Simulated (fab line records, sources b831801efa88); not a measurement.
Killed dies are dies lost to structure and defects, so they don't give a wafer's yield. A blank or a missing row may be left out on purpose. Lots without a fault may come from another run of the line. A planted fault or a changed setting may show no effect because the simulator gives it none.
Which tool did it? | flow gf180mcu | 14 lots, 42 wafers sampled, at 5 steps of a route of 602

WHAT THE GAUGES READ, wafer by wafer
GF_VT_IMPLANT_TW_MEAS_32. Usual: VT_IMPLANT_3_TW 268, standard deviation 3.7.
lot  | measured     | on            | VT_IMPLANT_3_TW | flag
L780 | day 6 22:13  | film_metro-01 | 261 261 262     |
L783 | day 7 17:53  | film_metro-03 | 272 271 271     |
L784 | day 7 21:52  | film_metro-02 | 270 268 270     |
L785 | day 8 04:35  | film_metro-01 | 264 263 264     |
L787 | day 8 18:19  | film_metro-01 | 263 263 262     |
L791 | day 9 20:48  | film_metro-03 | 272 272 273     |
L792 | day 10 03:59 | film_metro-03 | 267 268 268     |
L793 | day 10 13:44 | film_metro-02 | 270 269 269     |
L794 | day 10 17:25 | film_metro-01 | 263 262 262     |
L797 | day 11 10:41 | film_metro-03 | 271 272 271     |
L800 | day 12 09:59 | film_metro-02 | 271 270 271     |
L801 | day 12 15:13 | film_metro-01 | 264 265 265     |
L802 | day 12 20:19 | film_metro-03 | 270 269 268     |
L803 | day 13 04:08 | film_metro-02 | 270 271 270     |

GF_DUAL_GATE_OVL_MEAS_11. Usual: DUAL_GATE_OVL -0.6 nm, standard deviation 1.4.
lot  | measured     | on         | DUAL_GATE_OVL (nm) | flag
L780 | day 8 09:02  | overlay-01 | 2.3 0.2 -0.6       |
L783 | day 9 06:38  | overlay-01 | -0.9 -0.6 -0.8     |
L784 | day 9 13:33  | overlay-02 | -1.9 -1.9 -0.7     |
L785 | day 9 20:15  | overlay-02 | - - -              | OFF
L787 | day 10 06:05 | overlay-02 | -2.4 -2.1 0.3      |
L791 | day 11 13:43 | overlay-02 | - - -              | OFF
L792 | day 11 17:47 | overlay-02 | -2.7 -0.1 -1.4     |
L793 | day 12 04:38 | overlay-02 | 0.5 0.6 -1.0       |
L794 | day 12 09:02 | overlay-02 | 1.5 1.3 0.3        |
L797 | day 13 03:32 | overlay-01 | -3.1 0.0 -1.2      |
L800 | day 14 03:50 | overlay-01 | -2.4 -2.4 -1.0     |
L801 | day 14 13:02 | overlay-02 | -1.1 2.7 -0.2      |
L802 | day 14 15:47 | overlay-02 | -0.1 0.8 -1.6      |
L803 | day 14 23:52 | overlay-01 | -2.1 -0.2 -1.1     |

GF_POLY_GATE_THK_MEAS_01. Usual: POLY_GATE_CVD_00_THK 200.2 nm, standard deviation 2.2.
lot  | measured     | on            | POLY_GATE_CVD_00_THK (nm) | flag
L780 | day 8 14:40  | film_metro-01 | 197.0 195.9 196.7         |
L783 | day 9 11:26  | film_metro-03 | 200.2 200.3 199.5         |
L784 | day 9 17:02  | film_metro-01 | 199.6 200.9 200.2         |
L787 | day 10 13:51 | film_metro-01 | 202.5 203.2 202.7         |
L792 | day 11 21:37 | film_metro-03 | 203.0 201.4 201.8         |
L793 | day 12 07:47 | film_metro-03 | 205.5 205.1 204.4         |
L794 | day 12 13:04 | film_metro-04 | 201.5 200.1 201.0         |
L797 | day 13 06:48 | film_metro-04 | 200.8 200.7 202.3         |
L800 | day 14 07:53 | film_metro-04 | 202.0 201.3 201.5         |
L801 | day 14 16:53 | film_metro-04 | 199.2 198.7 199.2         |
L802 | day 14 18:57 | film_metro-01 | 199.9 200.2 201.1         |
L803 | day 15 03:02 | film_metro-03 | 200.8 200.3 200.7         |

GF_POLY_GATE_OVL_MEAS_11. Usual: POLY_GATE_OVL 0 nm, standard deviation 4.6.
lot  | measured     | on         | POLY_GATE_OVL (nm) | flag
L780 | day 9 06:55  | overlay-02 | 2 -2 3             |
L783 | day 10 04:55 | overlay-02 | 1 -2 -1            |
L784 | day 10 10:46 | overlay-01 | 2 -10 2            |
L787 | day 11 07:25 | overlay-02 | 2 -1 -3            |
L792 | day 12 16:41 | overlay-02 | -1 -5 0            |
L793 | day 13 03:43 | overlay-02 | -4 1 -3            |
L794 | day 13 09:13 | overlay-02 | 1 0 2              |
L797 | day 14 03:01 | overlay-01 | -4 -4 -2           |
L800 | day 15 04:57 | overlay-01 | 8 -5 0             |
L801 | day 15 14:13 | overlay-02 | -1 2 -3            |
L802 | day 15 16:32 | overlay-02 | 1 5 -6             |
L803 | day 16 01:13 | overlay-02 | -1 2 4             |

WHICH TOOL RAN EACH LOT (tool, then ch and the chambers of the sampled wafers, then the start)
lot  | GF_DUAL_GATE_DEVELOP_10
L780 | litho_track-04 ch 0, day 8 08:55
L783 | litho_track-01 ch 0, day 9 06:29
L784 | litho_track-03 ch 0, day 9 13:24
L785 | litho_track-01 ch 0, day 9 20:07
L787 | litho_track-04 ch 0, day 10 05:56
L791 | litho_track-01 ch 0, day 11 13:37
L792 | litho_track-04 ch 0, day 11 17:38
L793 | litho_track-04 ch 0, day 12 04:30
L794 | litho_track-04 ch 0, day 12 08:53
L797 | litho_track-04 ch 0, day 13 03:24
L800 | litho_track-01 ch 0, day 14 03:41
L801 | litho_track-04 ch 0, day 14 12:53
L802 | litho_track-04 ch 0, day 14 15:38
L803 | litho_track-01 ch 0, day 14 23:46
- GF_DUAL_GATE_DEVELOP_10: develop time 60 s.

WHAT THE TOOLS THEMSELVES READ (means of the sampled wafers that have a number; where no wafer has one, the mark that the record gives instead)
GF_DUAL_GATE_DEVELOP_10. Usual: chill_plate_temp_C 23.01 C, standard deviation 0.1.
lot  | tool           | chill_plate_temp_C (C) | flag
L780 | litho_track-04 | 22.99                  |
L783 | litho_track-01 | 22.98                  |
L784 | litho_track-03 | 23.17                  |
L785 | litho_track-01 | 23.04                  |
L787 | litho_track-04 | 22.95                  |
L791 | litho_track-01 | 22.98                  |
L792 | litho_track-04 | 23.08                  |
L793 | litho_track-04 | 23.00                  |
L794 | litho_track-04 | 22.88                  |
L797 | litho_track-04 | 23.01                  |
L800 | litho_track-01 | 22.91                  |
L801 | litho_track-04 | 23.04                  |
L802 | litho_track-04 | 23.06                  |
L803 | litho_track-01 | 23.20                  |

THE ANSWER, worked out from the rows above alone
Rule: a lot is off if the mean of its wafers that have a number lies more than 3 standard deviations from the usual mean. A lot without any number at a reading at which 4 lots or more have one is off too. The other lots that the step has rows for count as sound. The gauges are gone through in route order, then the tools' own readings, and for those a lot's mean is taken as printed above. The first step at which some lot is off is used, and at that step the reading that is off furthest; a lot without a number counts as furthest.
Off: L785, L791, at GF_DUAL_GATE_OVL_MEAS_11 (DUAL_GATE_OVL). Without a number there: L785, L791.
A tool fits if, at a process step before that reading, it ran every lot that is off, and no sound lot after the first of them. The gauges at GF_DUAL_GATE_OVL_MEAS_11 are tried like those tools. None of those tried fits.

WHAT THE SIMULATOR HAD PUT IN
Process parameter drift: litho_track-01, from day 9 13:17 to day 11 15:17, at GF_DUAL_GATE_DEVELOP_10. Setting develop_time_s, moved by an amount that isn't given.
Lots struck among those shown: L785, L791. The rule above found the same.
